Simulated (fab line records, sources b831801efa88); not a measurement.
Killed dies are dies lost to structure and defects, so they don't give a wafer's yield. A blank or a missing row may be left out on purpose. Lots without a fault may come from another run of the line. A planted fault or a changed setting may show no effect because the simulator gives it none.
Which tool did it? | flow sky130 | 15 lots, 45 wafers sampled, at 4 steps of a route of 708

WHAT THE GAUGES READ, wafer by wafer
The record holds no reading of a measuring or inspecting step that can be judged against a usual standard deviation.

WHICH TOOL RAN EACH LOT (tool, then ch and the chambers of the sampled wafers, then the start)
lot  | SKY_CONTACT_ETCH_17                | SKY_METAL1_DEVELOP_14             | SKY_METAL1_DESCUM_17              | SKY_VIA1_CMP_02
L327 | rie_diel-01 ch 1,3, day 31 08:43   | litho_track-04 ch 0, day 32 13:00 | rie_metal-04 ch 0,1, day 32 13:44 | cmp-01 ch 0,3, day 32 14:50
L328 | rie_diel-04 ch 1,2,3, day 31 23:14 | litho_track-02 ch 0, day 33 03:00 | rie_metal-03 ch 0, day 33 04:03   | cmp-01 ch 1,2,3, day 33 05:07
L329 | rie_diel-03 ch 0,2,3, day 33 14:56 | litho_track-04 ch 0, day 34 19:00 | rie_metal-04 ch 1, day 34 19:52   | cmp-02 ch 0,2,3, day 34 21:01
L332 | rie_diel-04 ch 1,2, day 34 08:49   | litho_track-03 ch 0, day 35 12:00 | rie_metal-04 ch 1, day 35 13:16   | cmp-02 ch 1,3, day 35 14:27
L333 | rie_diel-04 ch 0,3, day 34 17:08   | litho_track-04 ch 0, day 35 20:00 | rie_metal-04 ch 0,1, day 35 20:35 | cmp-01 ch 0,1,3, day 35 21:39
L334 | rie_diel-03 ch 0,2,3, day 34 20:46 | litho_track-02 ch 0, day 36 00:00 | rie_metal-03 ch 0,1, day 36 00:58 | cmp-01 ch 0,2, day 36 01:56
L336 | rie_diel-04 ch 0,2,3, day 35 02:20 | litho_track-04 ch 0, day 36 06:00 | rie_metal-02 ch 0, day 36 06:28   | cmp-02 ch 0,1, day 36 07:37
L335 | rie_diel-03 ch 0,1, day 35 02:31   | litho_track-04 ch 0, day 36 06:00 | rie_metal-04 ch 0,1, day 36 06:48 | cmp-01 ch 0,3, day 36 07:46
L338 | rie_diel-04 ch 1,2,3, day 35 18:04 | litho_track-04 ch 0, day 36 21:00 | rie_metal-02 ch 1, day 36 21:20   | cmp-01 ch 2,3, day 36 22:31
L341 | rie_diel-04 ch 0,2, day 36 12:17   | litho_track-04 ch 0, day 37 15:00 | rie_metal-04 ch 0,1, day 37 15:32 | cmp-02 ch 0,1,2, day 37 16:38
L342 | rie_diel-04 ch 0,3, day 36 19:08   | litho_track-02 ch 0, day 37 22:00 | rie_metal-03 ch 0,1, day 37 23:00 | cmp-02 ch 0,1,3, day 37 23:57
L343 | rie_diel-03 ch 0,1,2, day 36 21:52 | litho_track-04, day 38 00:00      | rie_metal-02 ch 0,1, day 38 00:56 | -
L344 | rie_diel-04 ch 0,1,3, day 37 06:26 | litho_track-02, day 38 09:00      | rie_metal-04 ch 0, day 38 09:54   | -
L345 | rie_diel-03 ch 0,1,2, day 37 11:28 | litho_track-02, day 38 14:00      | rie_metal-04 ch 0,1, day 38 15:18 | -
L349 | rie_diel-03 ch 0,1,3, day 38 18:49 | litho_track-03 ch 0, day 39 20:00 | rie_metal-02 ch 0, day 39 21:01   | cmp-02 ch 0,2,3, day 39 22:15
- SKY_CONTACT_ETCH_17: etches SiO2 in C4F8/O2/Ar, stops on Si3N4, target depth 340 nm.
- SKY_METAL1_DEVELOP_14: develop time 60 s.
- SKY_METAL1_DESCUM_17: chemistry O2, time 8 s.
- SKY_VIA1_CMP_02: polishes SiO2.

WHAT THE TOOLS THEMSELVES READ (means of the sampled wafers that have a number; where no wafer has one, the mark that the record gives instead)
SKY_CONTACT_ETCH_17. Usual: bias_w 1200 W, standard deviation 3.9; oes_product_au 0.891 a.u., standard deviation 0.0046.
lot  | tool        | bias_w (W) | oes_product_au (a.u.) | flag
L327 | rie_diel-01 | 1202       | 0.891                 |
L328 | rie_diel-04 | 1200       | 0.889                 |
L329 | rie_diel-03 | 1202       | 0.888                 |
L332 | rie_diel-04 | 1200       | 0.893                 |
L333 | rie_diel-04 | 1199       | 0.891                 |
L334 | rie_diel-03 | 1201       | 0.893                 |
L336 | rie_diel-04 | 1198       | 0.890                 |
L335 | rie_diel-03 | 1197       | 0.888                 |
L338 | rie_diel-04 | 1203       | 0.891                 |
L341 | rie_diel-04 | 1203       | 0.890                 |
L342 | rie_diel-04 | 1199       | 0.890                 |
L343 | rie_diel-03 | 1200       | 0.895                 |
L344 | rie_diel-04 | 1199       | 0.891                 |
L345 | rie_diel-03 | 1206       | 0.895                 |
L349 | rie_diel-03 | 1199       | 0.889                 |

SKY_METAL1_DEVELOP_14. Usual: chill_plate_temp_C 23.00 C, standard deviation 0.098.
lot  | tool           | chill_plate_temp_C (C) | flag
L327 | litho_track-04 | 23.03                  |
L328 | litho_track-02 | 22.97                  |
L329 | litho_track-04 | 22.95                  |
L332 | litho_track-03 | 22.99                  |
L333 | litho_track-04 | 22.92                  |
L334 | litho_track-02 | 23.11                  |
L336 | litho_track-04 | 22.95                  |
L335 | litho_track-04 | 23.02                  |
L338 | litho_track-04 | 22.90                  |
L341 | litho_track-04 | 22.83                  |
L342 | litho_track-02 | 23.10                  |
L343 | litho_track-04 | -                      | OFF
L344 | litho_track-02 | -                      | OFF
L345 | litho_track-02 | -                      | OFF
L349 | litho_track-03 | 23.01                  |

SKY_METAL1_DESCUM_17. Usual: drypump_motor_current_A 5.4 A, standard deviation 0.34; oes_product_au 1.004 a.u., standard deviation 0.0076.
lot  | tool         | drypump_motor_current_A (A) | oes_product_au (a.u.) | flag
L327 | rie_metal-04 | 5.7                         | 0.996                 |
L328 | rie_metal-03 | 4.7                         | 1.007                 |
L329 | rie_metal-04 | 5.3                         | 1.002                 |
L332 | rie_metal-04 | 5.3                         | 0.998                 |
L333 | rie_metal-04 | 5.4                         | 1.007                 |
L334 | rie_metal-03 | 5.1                         | 0.999                 |
L336 | rie_metal-02 | 5.5                         | 1.008                 |
L335 | rie_metal-04 | 5.5                         | 1.006                 |
L338 | rie_metal-02 | 5.7                         | 1.012                 |
L341 | rie_metal-04 | 5.5                         | 0.998                 |
L342 | rie_metal-03 | 5.0                         | 1.006                 |
L343 | rie_metal-02 | 5.5                         | 1.005                 |
L344 | rie_metal-04 | 5.9                         | 1.003                 |
L345 | rie_metal-04 | 5.7                         | 1.007                 |
L349 | rie_metal-02 | 5.5                         | 1.002                 |

SKY_VIA1_CMP_02. Usual: motor_current_A 11.2 A, standard deviation 0.96.
lot  | tool   | motor_current_A (A) | flag
L327 | cmp-01 | 11.5                |
L328 | cmp-01 | 10.7                |
L329 | cmp-02 | 11.7                |
L332 | cmp-02 | 11.2                |
L333 | cmp-01 | 12.2                |
L334 | cmp-01 | 10.3                |
L336 | cmp-02 | 10.9                |
L335 | cmp-01 | 12.1                |
L338 | cmp-01 | 10.7                |
L341 | cmp-02 | 11.2                |
L342 | cmp-02 | 10.9                |
L349 | cmp-02 | 11.2                |

THE ANSWER, worked out from the rows above alone
Rule: a lot is off if the mean of its wafers that have a number lies more than 3 standard deviations from the usual mean. A lot without any number at a reading at which 4 lots or more have one is off too. The other lots that the step has rows for count as sound. The gauges are gone through in route order, then the tools' own readings, and for those a lot's mean is taken as printed above. The first step at which some lot is off is used, and at that step the reading that is off furthest; a lot without a number counts as furthest.
Off: L343, L344, L345, at SKY_METAL1_DEVELOP_14 (chill_plate_temp_C). Without a number there: L343, L344, L345.
A tool fits if, at that step or a process step before it, it ran every lot that is off, and no sound lot after the first of them. None of those tried fits.

WHAT THE SIMULATOR HAD PUT IN
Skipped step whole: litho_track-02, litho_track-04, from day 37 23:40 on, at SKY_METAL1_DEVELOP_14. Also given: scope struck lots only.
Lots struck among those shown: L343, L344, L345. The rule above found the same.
